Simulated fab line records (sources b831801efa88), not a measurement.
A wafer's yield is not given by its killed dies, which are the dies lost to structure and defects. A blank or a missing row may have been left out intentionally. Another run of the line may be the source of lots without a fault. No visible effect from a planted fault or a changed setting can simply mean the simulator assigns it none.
A struck lot beside a sound one    flow sky130    27 steps out of a route of 708
Sound: these wafers, L959.2, L959.4, L959.6. Wafers struck: L962.4, L962.6. At the end, the cause is stated.
Per side, at each step with rows, come the tool, then ch with its chambers, and then its first start. Under that, the readings that differ: sound wafers    struck wafers    difference of the means    sigmas: that difference in standard deviations of wafers without a fault.
alike: readings whose means differ by less than 2 such deviations, and words and numbers that are the same on both sides. not compared: withheld readings, readings that some wafer has no value for, bounds like >300 that may hide the same value, and numbers for which the record gives no deviation and whose values overlap.
A row with sigmas, a row that says differs or no value, or rows on one side alone: a step with any of these is where the two part. When numbers do not overlap yet have no deviation, they are printed without sigmas and do not part them. A reading that every wafer of one side lacks parts them only if that side has two wafers or more.

first, 2 steps without rows for these wafers: SKY_LDD_LDN_PEB_05; SKY_LDD_LDN_DEVELOP_06 (develop time 60 s).
SKY_LDD_LDN_OVL_MEAS_07:
  struck on overlay-01, day 24 13:34; sound on overlay-01, day 23 13:39
  alike: LDD_LDN_OVL
then, 4 steps without rows for these wafers: SKY_LDD_LDN_IMPLANT_08; SKY_LDD_LDN_IMPLANT_09; SKY_LDD_LDN_IMPLANT_10; SKY_LDD_LDN_IMPLANT_11.
SKY_LDD_LDN_STRIP_12: strips in O2/N2.
  sound on plasma-asher-02 ch 0,1, day 23 14:17; struck on plasma-asher-04 ch 1, day 24 14:13
  alike: drypump-motor-current-A, n2-flow-sccm, oes-product-au, strip-time-to-endpoint-s
  not compared: rf-hours-counter-h
SKY_LDD_LDN_TW_MEAS_13:
  struck on film-metro-01, day 24 14:21; sound on film-metro-02, day 23 14:23
  alike: LDD_LDN_TW
then, 2 steps without rows for these wafers: SKY_LDD_LDN_CLEAN_14 (cleans in SC1/SC2, time 150 s); SKY_SPACER_CVD_00 (deposits Si3N4 from DCS/NH3, target thk 43.1 nm, time 740 s).
SKY_SPACER_THK_MEAS_01:
  struck on film-metro-03, day 24 16:58; sound on film-metro-03, day 23 15:42
  alike: SPACER_CVD_00_THK
SKY_SPACER_ETCHBACK_02: etches Si3N4 in CH3F/O2, stops on SiO2, time 46.7 s, target depth 45 nm.
  sound on rie-diel-02 ch 0,1,3, day 23 15:45; struck on rie-diel-01 ch 1,3, day 24 16:59
reading                                     sound              struck       difference  sigmas
model.SiO2_of_SONOS_ONO_CVD_04.thk-nm (nm)  4.427 4.396 4.416  2.292 2.177  -2.179      
  alike: drypump-motor-current-A, oes-product-au, throttle-valve-pct
  not compared: rf-hours-counter-h
then, 8 steps without rows for these wafers: SKY_POLY_CUT_DEHYDRATE_00 (time 60 s); SKY_POLY_CUT_HMDS_01 (prime time 60 s); SKY_POLY_CUT_COAT_02 (resist thk 60 nm); SKY_POLY_CUT_COAT_03 (resist thk 450 nm); SKY_POLY_CUT_SOFTBAKE_04 (time 90 s); SKY_POLY_CUT_EXPOSE_05 (exposes mask NPCM, target cd 270 nm); SKY_POLY_CUT_PEB_06; SKY_POLY_CUT_DEVELOP_07 (develop time 60 s).
SKY_POLY_CUT_CD_MEAS_08: the cd target is 270 nm.
  struck on cd-sem-01, day 25 22:04; sound on cd-sem-01, day 24 21:31
  alike: cd-nm
SKY_POLY_CUT_OVL_MEAS_09:
  struck on overlay-02, day 25 22:08; sound on overlay-02, day 24 21:37
  alike: POLY_CUT_OVL
SKY_POLY_CUT_ETCH_10: etches BARC in N2/H2, stops on SiO2, time 45.9 s, target depth 60 nm.
  sound on rie-diel-01 ch 0,3, day 24 21:39; struck on rie-diel-03 ch 1,3, day 25 22:10
reading                      sound        struck   difference  sigmas
drypump-motor-current-A (A)  5.5 5.4 5.5  6.5 6.2  +0.9        +3
  alike: n2-flow-sccm, oes-product-au, throttle-valve-pct
  not compared: rf-hours-counter-h
SKY_POLY_CUT_ETCH_11: etches Si3N4 in CF4/CH2F2/Ar, stops on poly-Si, time 42.5 s, target depth 60 nm.
  sound on rie-diel-01 ch 0,3, day 24 21:41; struck on rie-diel-03 ch 1,3, day 25 22:12
reading                               sound              struck       difference  sigmas
drypump-motor-current-A (A)           5.5 5.4 5.5        6.5 6.1      +0.8        +3
oes-product-au (a.u.)                 0.823 0.830 0.832  0.796 0.788  -0.036      -6
model.etch.depth-nm (nm)              61.61 62.15 61.82  56.51 56.64  -5.28       
model.POLY_CUT.feature-depth-nm (nm)  61.61 62.15 61.82  56.51 56.64  -5.28       
  alike: throttle-valve-pct
  not compared: rf-hours-counter-h
SKY_POLY_CUT_STRIP_12: strips in O2/N2.
  sound on plasma-asher-03 ch 0,1, day 24 21:44; struck on plasma-asher-04 ch 0,1, day 25 22:17
  alike: drypump-motor-current-A, n2-flow-sccm, oes-product-au, strip-time-to-endpoint-s
  not compared: rf-hours-counter-h
-- record jumps: 21 days separate the struck wafers' starts on either side; left off in module POLY_CUT, taken up again in module PAD_OPEN, whose first shown step is the route's number 708 --
SKY_PAD_OPEN_PROBE_99:
  struck on prober-02, day 47 05:07; sound on prober-01, day 46 08:38
reading                                  sound              struck       difference  sigmas
model.etest.pfet_01v8.r-on-ohm-um        2878 2963 2900     2693 2680    -227        
model.etest.res-pdiff.line-ohm-um        1401 1373 1394     1238 1232    -154        
model.etest.res-ndiff.line-ohm-um        784.6 769.1 793.4  709.9 710.7  -72.1       
model.etest.sonos-uncharged.r-on-ohm-um  823.7 844.5 828.2  777.4 790.7  -48.1       
model.etest.pfet_01v8.drive-ua-um        195.3 187.2 192.4  211.3 213.4  +20.7       
model.etest.res-pdiff.rs-ohm-sq          199.7 202.2 198.5  182.4 180.3  -18.8       
model.etest.sram-pfet-latch.drive-ua-um  139.9 140.8 139.6  163.1 161.2  +22.0       
model.etest.pfet_01v8_hvt.drive-ua-um    145.7 140 142.3    158.7 159.9  +16.6       

WHERE THEY PART
Earliest at SKY_POLY_CUT_ETCH_10; latest, in this record, at SKY_POLY_CUT_ETCH_11. Later steps at which nothing parts them and some readings are alike: SKY_POLY_CUT_STRIP_12.

WHY: what the simulator had put in
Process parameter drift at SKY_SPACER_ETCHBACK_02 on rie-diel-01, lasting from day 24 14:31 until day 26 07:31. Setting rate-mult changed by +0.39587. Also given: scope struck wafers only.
